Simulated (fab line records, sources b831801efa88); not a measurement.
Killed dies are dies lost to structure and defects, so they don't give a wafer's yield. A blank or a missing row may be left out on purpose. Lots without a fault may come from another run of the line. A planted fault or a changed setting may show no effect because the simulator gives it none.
Which tool did it? | flow sky130 | 12 lots, 36 wafers sampled, at 6 steps of a route of 708

WHAT THE GAUGES READ, wafer by wafer
SKY_SD_N_RS_MEAS_16: measures by four-point-probe.
lot  | measured     | on            | SD_N_RS (ohm/sq)
L795 | day 29 00:30 | film_metro-03 | 68.58 68.65 68.59
L796 | day 29 01:40 | film_metro-02 | 68.48 68.59 68.45
L797 | day 29 03:34 | film_metro-03 | 68.67 68.55 68.48
L799 | day 31 03:55 | film_metro-03 | 68.48 68.53 68.62
L800 | day 31 04:12 | film_metro-04 | 68.49 68.62 68.69
L806 | day 31 18:04 | film_metro-03 | 68.56 68.56 68.50
L807 | day 31 19:00 | film_metro-02 | 66.65 66.68 66.66
L809 | day 32 19:31 | film_metro-03 | 66.85 66.72 66.83
L814 | day 34 14:05 | film_metro-02 | 68.48 68.60 68.59
L816 | day 35 02:31 | film_metro-04 | 68.53 68.58 68.50
L817 | day 35 07:04 | film_metro-03 | 68.62 68.37 68.65
L818 | day 35 13:25 | film_metro-02 | 68.62 68.57 68.57

SKY_SD_N_RS_MEAS_17: measures by four-point-probe.
lot  | measured     | on            | SD_P_RS (ohm/sq)
L795 | day 29 00:37 | film_metro-03 | 147.5 147.4 147.2
L796 | day 29 01:47 | film_metro-02 | 147.0 146.5 146.8
L797 | day 29 03:41 | film_metro-03 | 147.0 147.0 146.6
L799 | day 31 04:02 | film_metro-03 | 146.8 147.2 147.0
L800 | day 31 04:19 | film_metro-04 | 146.7 147.3 147.6
L806 | day 31 18:11 | film_metro-03 | 146.8 147.4 146.7
L807 | day 31 19:07 | film_metro-02 | 137.7 137.9 137.5
L809 | day 32 19:38 | film_metro-03 | 138.3 138.7 138.6
L814 | day 34 14:13 | film_metro-02 | 147.4 147.3 147.3
L816 | day 35 02:38 | film_metro-04 | 147.1 147.4 147.5
L817 | day 35 07:11 | film_metro-03 | 147.3 146.7 146.8
L818 | day 35 13:32 | film_metro-02 | 147.0 147.6 147.1

SKY_VIA2_THK_MEAS_01.
lot  | measured     | on            | VIA2_HDPCVD_THK (nm)
L795 | day 36 05:08 | film_metro-01 | 1203 1210 1179
L796 | day 36 07:28 | film_metro-04 | 1175 1171 1167
L797 | day 36 09:05 | film_metro-04 | 1189 1184 1198
L799 | day 38 04:17 | film_metro-04 | 1203 1192 1198
L800 | day 38 05:22 | film_metro-01 | 1182 1178 1165
L806 | day 38 18:29 | film_metro-01 | 1173 1186 1165
L807 | day 38 18:54 | film_metro-04 | 1184 1210 1189
L809 | day 39 17:16 | film_metro-01 | 1190 1180 1200
L814 | day 41 07:52 | film_metro-01 | 1198 1188 1177
L816 | day 41 20:07 | film_metro-04 | 1180 1198 1190
L817 | day 41 23:52 | film_metro-01 | 1187 1158 1175
L818 | day 42 05:43 | film_metro-02 | 1180 1201 1172

SKY_VIA2_OVL_MEAS_13.
lot  | measured     | on         | VIA2_OVL (nm)
L795 | day 37 07:00 | overlay-01 | 10 5 0
L796 | day 37 09:17 | overlay-02 | 8 5 2
L797 | day 37 11:37 | overlay-02 | -3 0 0
L799 | day 39 06:35 | overlay-02 | 0 -1 -7
L800 | day 39 06:50 | overlay-01 | 3 8 7
L806 | day 39 19:56 | overlay-02 | -5 0 -10
L807 | day 39 20:15 | overlay-01 | -6 -3 3
L809 | day 40 17:33 | overlay-01 | -6 0 -5
L814 | day 42 07:47 | overlay-02 | 13 6 9
L816 | day 42 19:44 | overlay-01 | 5 2 4
L817 | day 42 22:32 | overlay-01 | 10 15 12
L818 | day 43 05:08 | overlay-01 | 1 -3 -8

WHICH TOOL RAN EACH LOT (tool, then ch and the chambers of the sampled wafers, then the start)
lot  | SKY_SD_N_RTA_14                  | SKY_VIA1_SPUTTER_20
L795 | rtp_anneal-02 ch 0, day 29 00:19 | pvd_sputter-03, day 35 00:47
L796 | rtp_anneal-01 ch 0, day 29 01:29 | pvd_sputter-04, day 35 03:03
L797 | rtp_anneal-01 ch 0, day 29 03:22 | pvd_sputter-02, day 35 04:55
L799 | rtp_anneal-02 ch 0, day 31 03:44 | pvd_sputter-02, day 37 01:01
L800 | rtp_anneal-01 ch 0, day 31 04:02 | pvd_sputter-04, day 37 02:03
L806 | rtp_anneal-01 ch 0, day 31 17:53 | pvd_sputter-03, day 37 14:39
L807 | rtp_anneal-02 ch 0, day 31 18:48 | pvd_sputter-02, day 37 15:24
L809 | rtp_anneal-02 ch 0, day 32 19:20 | pvd_sputter-02, day 38 14:31
L814 | rtp_anneal-01 ch 0, day 34 13:55 | pvd_sputter-04, day 40 05:59
L816 | rtp_anneal-01 ch 0, day 35 02:20 | pvd_sputter-03, day 40 17:50
L817 | rtp_anneal-02 ch 0, day 35 06:54 | pvd_sputter-04, day 40 21:50
L818 | rtp_anneal-01 ch 0, day 35 13:14 | pvd_sputter-02, day 41 03:24
- SKY_SD_N_RTA_14: time 2 s.
- SKY_VIA1_SPUTTER_20: material TiN, target thk 20 nm, time 80 s.

WHAT THE TOOLS THEMSELVES READ (means of the sampled wafers that have a number; where no wafer has one, the mark that the record gives instead)
SKY_SD_N_RTA_14.
lot  | tool          | lamp_power_pct (%) | wafer_temp_C_max
L795 | rtp_anneal-02 | 15.72              | 1078.2
L796 | rtp_anneal-01 | 15.71              | 1078.8
L797 | rtp_anneal-01 | 15.75              | 1077.4
L799 | rtp_anneal-02 | 15.76              | 1077.4
L800 | rtp_anneal-01 | 15.78              | 1077.8
L806 | rtp_anneal-01 | 15.68              | 1077.3
L807 | rtp_anneal-02 | 15.78              | 1089.5
L809 | rtp_anneal-02 | 15.85              | 1088.0
L814 | rtp_anneal-01 | 15.71              | 1077.6
L816 | rtp_anneal-01 | 15.71              | 1077.4
L817 | rtp_anneal-02 | 15.71              | 1078.3
L818 | rtp_anneal-01 | 15.74              | 1076.7

SKY_VIA1_SPUTTER_20.
lot  | tool           | chamber_pressure_pa (Pa) | throttle_valve_pct (%)
L795 | pvd_sputter-03 | 5.004                    | 30.4
L796 | pvd_sputter-04 | 5.003                    | 30.9
L797 | pvd_sputter-02 | 5.002                    | 29.3
L799 | pvd_sputter-02 | 5.004                    | 30.1
L800 | pvd_sputter-04 | 4.992                    | 30.1
L806 | pvd_sputter-03 | 5.010                    | 30.4
L807 | pvd_sputter-02 | 5.003                    | 29.6
L809 | pvd_sputter-02 | 5.002                    | 29.3
L814 | pvd_sputter-04 | 4.994                    | 29.9
L816 | pvd_sputter-03 | 5.012                    | 30.5
L817 | pvd_sputter-04 | 4.988                    | 31.1
L818 | pvd_sputter-02 | 5.007                    | 29.3

THE ANSWER, worked out from the rows above alone
Rule: what is usual is taken from the lots themselves. Put in order of their means at a reading, lots are off if they are a third of the lots or fewer, leave a main group of 4 or more, and stand apart from it by a gap of 3 or more times the standard deviation of the main group's means; of several such gaps the widest counts. A main group whose means are all the same, to the digits that the tables above print for the reading, isn't used. A lot without any number at a reading at which 4 lots or more have one is off too. The other lots that the step has rows for count as sound. The gauges are gone through in route order, then the tools' own readings, and for those a lot's mean is taken as printed above. The first step at which some lot is off is used, and at that step the reading that is off furthest; a lot without a number counts as furthest.
Off: L807, L809, at SKY_SD_N_RS_MEAS_16 (SD_N_RS). The main group: mean 68.56 ohm/sq, standard deviation 0.03.
A tool fits if, at a process step before that reading, it ran every lot that is off, and no sound lot after the first of them. The gauges at SKY_SD_N_RS_MEAS_16 aren't tried: what is off there is off at SKY_SD_N_RTA_14 too, on other tools, and a gauge's error can't cause that. None of those tried fits.

WHAT THE SIMULATOR HAD PUT IN
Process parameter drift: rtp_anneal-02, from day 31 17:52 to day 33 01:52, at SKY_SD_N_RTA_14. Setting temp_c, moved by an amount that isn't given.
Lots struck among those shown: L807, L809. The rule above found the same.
